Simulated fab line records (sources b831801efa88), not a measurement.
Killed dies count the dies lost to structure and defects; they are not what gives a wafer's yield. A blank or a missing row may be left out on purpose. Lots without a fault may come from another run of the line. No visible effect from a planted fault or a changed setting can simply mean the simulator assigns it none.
fab line records + flow gf180mcu
[record]
- lots = 13
- wafers = 39
- last-day = 34
route steps=602 shown V1@350 M2@374
lots untouched by any fault: they come from a run of this same line in which no faults occurred
start-h: hours from the record's opening day to when the first of the lot's shown wafers began + wait-h: hours elapsed since this lot's preceding step + " the same as in the row above + L1.1+2: a single row standing in for several wafers + - no value present, or no start provided + * or withheld: withheld + < > ~ a bound
route shown NAME@n: names a module that has steps shown in the file, with the first one's number in the route + usual: mean/standard deviation of fault-free wafers + same: alike in all rows + chamber/n: place in a boat + sites: each site's reading + _std_site: how widely they spread, as a standard deviation + _edge_site: mean of outer sites minus mean of inner sites + radius-mm: how far each site lies from the wafer's centre + mask NAME#n: copy n + behind: the tool/chamber that last shaped the wafer + hold: the reason the lot was held/the length of the hold in hours/how it ended + device: transistor that didn't switch, given as n, p or np + end of line: tests of these same wafers at the route's end + a step given without rows: its recipe and nothing more + killed: at the first sort, the dies lost to defects and structure; wafer yield is something else + map: dies across one wafer; x = killed, . = not, _ = none there
set.NAME: the run value of the setting; set.NAME@STEP: its run value at that earlier step + model.NAME: the simulator's own value behind a step, which no gauge read
steps of the route over a sample of lots; a table a step, a row a wafer
services: when a tool's chamber went out of use (start-h, in hours from the record's first day, below 0 if earlier), for how many hours, and the reason
[[steps]]
[step GF_V1_OVL_MEAS_15]
[usual]
- V1_OVL = 2/5.3
| lot.wafer | tool       | chamber | start-h | wait-h | V1_OVL[nm] |
|-----------|------------|---------|---------|--------|------------|
| L761.1    | overlay-02 | -       | 434.30  | 0.1    | -1         |
| L761.5    | "          | -       | "       | "      | 5          |
| L761.6    | "          | -       | "       | "      | 2          |
| L762.1    | overlay-02 | -       | 438.96  | 0.1    | -1         |
| L762.5    | "          | -       | "       | "      | -3         |
| L762.6    | "          | -       | "       | "      | 0          |
| L764.1    | overlay-02 | -       | 455.81  | 0.1    | -6         |
| L764.4    | "          | -       | "       | "      | 9          |
| L764.5    | "          | -       | "       | "      | 0          |
| L765.1    | overlay-02 | -       | 466.96  | 0.1    | -6         |
| L765.5    | "          | -       | "       | "      | 0          |
| L765.6    | "          | -       | "       | "      | -3         |
| L767.4    | overlay-01 | -       | 485.43  | 0.1    | -3         |
| L767.5    | "          | -       | "       | "      | -5         |
| L767.6    | "          | -       | "       | "      | 4          |
| L768.1    | overlay-02 | -       | 492.31  | 0.1    | 5          |
| L768.2    | "          | -       | "       | "      | 0          |
| L768.5    | "          | -       | "       | "      | 5          |
| L769.1    | overlay-01 | -       | 503.96  | 0.1    | -5         |
| L769.3    | "          | -       | "       | "      | 4          |
| L769.6    | "          | -       | "       | "      | -3         |
| L770.1    | overlay-02 | -       | 510.41  | 0.1    | 4          |
| L770.4    | "          | -       | "       | "      | 12         |
| L770.6    | "          | -       | "       | "      | 8          |
| L772.1    | overlay-01 | -       | 528.91  | 0.1    | -1         |
| L772.3    | "          | -       | "       | "      | 3          |
| L772.4    | "          | -       | "       | "      | 0          |
| L776.4    | overlay-02 | -       | 560.73  | 0.1    | 5          |
| L776.5    | "          | -       | "       | "      | 8          |
| L776.6    | "          | -       | "       | "      | -2         |
| L778.3    | overlay-02 | -       | 577.56  | 0.1    | -8         |
| L778.4    | "          | -       | "       | "      | -12        |
| L778.6    | "          | -       | "       | "      | -5         |
| L780.3    | overlay-01 | -       | 592.82  | 0.1    | 7          |
| L780.4    | "          | -       | "       | "      | 6          |
| L780.5    | "          | -       | "       | "      | 17         |
| L781.2    | overlay-01 | -       | 595.40  | 0.1    | 11         |
| L781.3    | "          | -       | "       | "      | 8          |
| L781.6    | "          | -       | "       | "      | -10        |
[step GF_M2_PEB_12]
[recipe]
- peb-temp-c = 135
- peb-time-s = 90
- resist = KrF
| lot.wafer  | tool           | chamber | start-h | wait-h |
|------------|----------------|---------|---------|--------|
| L761.1+5+6 | litho-track-03 | 0       | 459.89  | -      |
| L762.1+5+6 | litho-track-02 | 0       | 464.75  | -      |
| L764.1+4+5 | litho-track-04 | 0       | 481.54  | -      |
| L765.1+5+6 | litho-track-04 | 0       | 492.34  | -      |
| L767.4+5+6 | litho-track-04 | 0       | 510.24  | -      |
| L768.1+2+5 | litho-track-04 | 0       | 517.69  | -      |
| L769.1+3+6 | litho-track-03 | 0       | 528.14  | -      |
| L770.1+4+6 | litho-track-04 | 0       | 534.34  | -      |
| L772.1+3+4 | litho-track-03 | 0       | 552.74  | -      |
| L776.4+5+6 | litho-track-02 | 0       | 584.10  | -      |
| L778.3+4+6 | litho-track-02 | 0       | 599.91  | -      |
| L780.3+4+5 | litho-track-04 | 0       | 614.26  | -      |
| L781.2+3+6 | litho-track-02 | 0       | 617.43  | -      |
[step GF_M2_CD_MEAS_14]
[recipe]
- target-cd-nm = 280
[usual]
- cd-nm = 280.3/1.2
| lot.wafer | tool      | chamber | start-h | wait-h | cd-nm |
|-----------|-----------|---------|---------|--------|-------|
| L761.1    | cd-sem-01 | -       | 460.24  | 0.1    | 280.6 |
| L761.5    | "         | -       | "       | "      | 280.3 |
| L761.6    | "         | -       | "       | "      | 279.6 |
| L762.1    | cd-sem-01 | -       | 465.10  | 0.1    | 280.1 |
| L762.5    | "         | -       | "       | "      | 280.0 |
| L762.6    | "         | -       | "       | "      | 280.8 |
| L764.1    | cd-sem-01 | -       | 481.89  | 0.1    | 280.8 |
| L764.4    | "         | -       | "       | "      | 280.3 |
| L764.5    | "         | -       | "       | "      | 279.2 |
| L765.1    | cd-sem-02 | -       | 492.69  | 0.1    | 278.7 |
| L765.5    | "         | -       | "       | "      | 279.4 |
| L765.6    | "         | -       | "       | "      | 279.8 |
| L767.4    | cd-sem-01 | -       | 510.55  | 0.1    | 281.5 |
| L767.5    | "         | -       | "       | "      | 282.3 |
| L767.6    | "         | -       | "       | "      | 282.7 |
| L768.1    | cd-sem-01 | -       | 518.04  | 0.1    | 282.1 |
| L768.2    | "         | -       | "       | "      | 280.6 |
| L768.5    | "         | -       | "       | "      | 282.0 |
| L769.1    | cd-sem-02 | -       | 528.49  | 0.1    | 281.9 |
| L769.3    | "         | -       | "       | "      | 282.7 |
| L769.6    | "         | -       | "       | "      | 281.5 |
| L770.1    | cd-sem-02 | -       | 534.69  | 0.1    | 279.3 |
| L770.4    | "         | -       | "       | "      | 280.6 |
| L770.6    | "         | -       | "       | "      | 280.7 |
| L772.1    | cd-sem-01 | -       | 553.09  | 0.1    | 280.9 |
| L772.3    | "         | -       | "       | "      | 280.3 |
| L772.4    | "         | -       | "       | "      | 281.2 |
| L776.4    | cd-sem-02 | -       | 584.41  | 0.1    | 282.5 |
| L776.5    | "         | -       | "       | "      | 281.4 |
| L776.6    | "         | -       | "       | "      | 283.5 |
| L778.3    | cd-sem-01 | -       | 600.24  | 0.1    | 275.3 |
| L778.4    | "         | -       | "       | "      | 276.2 |
| L778.6    | "         | -       | "       | "      | 276.0 |
| L780.3    | cd-sem-01 | -       | 614.58  | 0.1    | 279.6 |
| L780.4    | "         | -       | "       | "      | 278.9 |
| L780.5    | "         | -       | "       | "      | 279.4 |
| L781.2    | cd-sem-02 | -       | 617.77  | 0.1    | 275.4 |
| L781.3    | "         | -       | "       | "      | 275.7 |
| L781.6    | "         | -       | "       | "      | 276.5 |
[step GF_M2_OVL_MEAS_15]
[usual]
- M2_OVL = 0/6.9
| lot.wafer | tool       | chamber | start-h | wait-h | M2_OVL[nm] |
|-----------|------------|---------|---------|--------|------------|
| L761.1    | overlay-01 | -       | 460.36  | 0.1    | 1          |
| L761.5    | "          | -       | "       | "      | -3         |
| L761.6    | "          | -       | "       | "      | 2          |
| L762.1    | overlay-02 | -       | 465.22  | 0.1    | -7         |
| L762.5    | "          | -       | "       | "      | -3         |
| L762.6    | "          | -       | "       | "      | 2          |
| L764.1    | overlay-02 | -       | 482.01  | 0.1    | -3         |
| L764.4    | "          | -       | "       | "      | 3          |
| L764.5    | "          | -       | "       | "      | 8          |
| L765.1    | overlay-02 | -       | 492.81  | 0.1    | 10         |
| L765.5    | "          | -       | "       | "      | 11         |
| L765.6    | "          | -       | "       | "      | 10         |
| L767.4    | overlay-02 | -       | 510.63  | 0.1    | 0          |
| L767.5    | "          | -       | "       | "      | 3          |
| L767.6    | "          | -       | "       | "      | -1         |
| L768.1    | overlay-02 | -       | 518.16  | 0.1    | 6          |
| L768.2    | "          | -       | "       | "      | 10         |
| L768.5    | "          | -       | "       | "      | 3          |
| L769.1    | overlay-01 | -       | 528.61  | 0.1    | 1          |
| L769.3    | "          | -       | "       | "      | 3          |
| L769.6    | "          | -       | "       | "      | 7          |
| L770.1    | overlay-02 | -       | 534.81  | 0.1    | 3          |
| L770.4    | "          | -       | "       | "      | 5          |
| L770.6    | "          | -       | "       | "      | 3          |
| L772.1    | overlay-02 | -       | 553.21  | 0.1    | -12        |
| L772.3    | "          | -       | "       | "      | -10        |
| L772.4    | "          | -       | "       | "      | -1         |
| L776.4    | overlay-02 | -       | 584.48  | 0.1    | -3         |
| L776.5    | "          | -       | "       | "      | -5         |
| L776.6    | "          | -       | "       | "      | -9         |
| L778.3    | overlay-02 | -       | 600.33  | 0.1    | 1          |
| L778.4    | "          | -       | "       | "      | 7          |
| L778.6    | "          | -       | "       | "      | 13         |
| L780.3    | overlay-02 | -       | 614.67  | 0.1    | -8         |
| L780.4    | "          | -       | "       | "      | 9          |
| L780.5    | "          | -       | "       | "      | -2         |
| L781.2    | overlay-02 | -       | 617.87  | 0.1    | 4          |
| L781.3    | "          | -       | "       | "      | 6          |
| L781.6    | "          | -       | "       | "      | -4         |
[step GF_M2_METAL_ETCH_16]
[recipe]
- chemistry = Cl2/BCl3
- mask-material = KrF
- target-depth-nm = 750.8
- stop-on = SiO2
- pressure-mtorr = 8
- icp-w = 800
- bias-w = 140
- Cl2_flow_sccm = 80
- bcl3-flow-sccm = 40
- time-s = 125.1
[usual]
- drypump-motor-current-A = 5.9/0.42
- oes-product-au = 0.980/0.009
- throttle-valve-pct = 28.241/0.012
| lot.wafer | tool         | chamber | start-h | wait-h | drypump-motor-current-A | oes-product-au | rf-hours-counter-h | throttle-valve-pct |
|-----------|--------------|---------|---------|--------|-------------------------|----------------|--------------------|--------------------|
| L761.1    | rie-metal-03 | 1       | 460.40  | 0.0    | 6.7                     | 0.971          | 9                  | 28.246             |
| L761.5    | "            | 0       | "       | "      | 5.9                     | 0.993          | -                  | 28.220             |
| L761.6    | "            | 1       | "       | "      | 6.7                     | 0.981          | -                  | 28.244             |
| L762.1    | rie-metal-04 | 1       | 465.25  | 0.0    | 5.7                     | 0.974          | 3                  | 28.245             |
| L762.5    | "            | 1       | "       | "      | 5.7                     | 0.990          | -                  | 28.245             |
| L762.6    | "            | 0       | "       | "      | 5.5                     | 0.983          | -                  | 28.251             |
| L764.1    | rie-metal-03 | 1       | 482.05  | 0.0    | 6.7                     | 0.970          | 10                 | 28.246             |
| L764.4    | "            | 0       | "       | "      | 5.9                     | 0.997          | -                  | 28.218             |
| L764.5    | "            | 1       | "       | "      | 6.7                     | 0.977          | -                  | 28.255             |
| L765.1    | rie-metal-02 | 0       | 492.85  | 0.0    | 5.6                     | 0.983          | 2                  | 28.239             |
| L765.5    | "            | 1       | "       | "      | 5.9                     | 0.987          | -                  | 28.247             |
| L765.6    | "            | 0       | "       | "      | 5.6                     | 0.977          | -                  | 28.235             |
| L767.4    | rie-metal-04 | 1       | 510.69  | 0.1    | 5.6                     | 0.967          | -                  | 28.248             |
| L767.5    | "            | 1       | "       | "      | 5.7                     | 0.964          | -                  | 28.267             |
| L767.6    | "            | 0       | "       | "      | 5.5                     | 0.977          | -                  | 28.265             |
| L768.1    | rie-metal-02 | 1       | 518.20  | 0.0    | 5.9                     | 0.982          | 8                  | 28.240             |
| L768.2    | "            | 0       | "       | "      | 5.6                     | 0.978          | 2                  | 28.229             |
| L768.5    | "            | 0       | "       | "      | 5.6                     | 0.987          | -                  | 28.224             |
| L769.1    | rie-metal-02 | 1       | 528.65  | 0.0    | 5.9                     | 0.994          | 9                  | 28.238             |
| L769.3    | "            | 1       | "       | "      | 5.9                     | 0.986          | -                  | 28.231             |
| L769.6    | "            | 0       | "       | "      | 5.6                     | 0.992          | -                  | 28.236             |
| L770.1    | rie-metal-02 | 1       | 534.85  | 0.0    | 5.8                     | 0.975          | 9                  | 28.255             |
| L770.4    | "            | 0       | "       | "      | 5.6                     | 0.990          | -                  | 28.233             |
| L770.6    | "            | 0       | "       | "      | 5.6                     | 0.983          | -                  | 28.243             |
| L772.1    | rie-metal-04 | 1       | 553.25  | 0.0    | 5.6                     | 0.960          | 6                  | 28.268             |
| L772.3    | "            | 0       | "       | "      | 5.5                     | 0.967          | -                  | 28.257             |
| L772.4    | "            | 1       | "       | "      | 5.7                     | 0.965          | -                  | 28.249             |
| L776.4    | rie-metal-04 | 0       | 584.54  | 0.1    | 5.5                     | 0.971          | -                  | 28.261             |
| L776.5    | "            | 0       | "       | "      | 5.5                     | 0.972          | -                  | 28.244             |
| L776.6    | "            | 1       | "       | "      | 5.6                     | 0.971          | -                  | 28.235             |
| L778.3    | rie-metal-03 | 0       | 600.39  | 0.1    | 5.9                     | 0.990          | -                  | 28.225             |
| L778.4    | "            | 1       | "       | "      | 6.7                     | 0.980          | -                  | 28.222             |
| L778.6    | "            | 1       | "       | "      | 6.7                     | 0.977          | -                  | 28.247             |
| L780.3    | rie-metal-04 | 1       | 614.74  | 0.1    | 5.6                     | 0.965          | -                  | 28.249             |
| L780.4    | "            | 0       | "       | "      | 5.5                     | 0.973          | -                  | 28.264             |
| L780.5    | "            | 0       | "       | "      | 5.5                     | 0.977          | -                  | 28.250             |
| L781.2    | rie-metal-02 | 1       | 617.90  | 0.0    | 5.8                     | 1.001          | 11                 | 28.223             |
| L781.3    | "            | 1       | "       | "      | 5.9                     | 0.989          | -                  | 28.240             |
| L781.6    | "            | 1       | "       | "      | 5.9                     | 0.986          | -                  | 28.221             |
[[services]]
| tool         | chamber | start-h | hours | kind           |
|--------------|---------|---------|-------|----------------|
| rie-metal-04 | -       | 457.89  | 2.8   | pm             |
| rie-metal-02 | -       | 463.38  | 1.4   | pm             |
| rie-metal-03 | 0       | 541.00  | -     | clean          |
| rie-metal-03 | 0       | 541.00  | 20.1  | scheduled-down |
| rie-metal-03 | 0       | 541.00  | 20.1  | vent-cycle     |
| rie-metal-03 | 1       | 555.03  | 20.2  | repair         |
| rie-metal-04 | -       | 574.09  | 0.6   | repair         |
[[key]]
[first-sign]
- step = GF_M2_CD_MEAS_14
- reading = cd-nm
- direction = down
- sigmas = 3.6
- usual = 280.3
- struck = 275.8
effect none on later readings
met-at GF_M2_PEB_12
struck-lots L778,L781
not-acting-at GF_V1_OVL_MEAS_15,GF_M2_OVL_MEAS_15,GF_M2_METAL_ETCH_16
onset-between 584.10 599.91
[fault]
- kind = process-parameter-drift
- tool = litho-track-02
- chamber = -
- onset-h = 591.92
- steps = GF_M2_PEB_12
- channel = peb-time-s
- offset = *
- shape = step
- end-h = 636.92
- acts-in = *
- stated = *
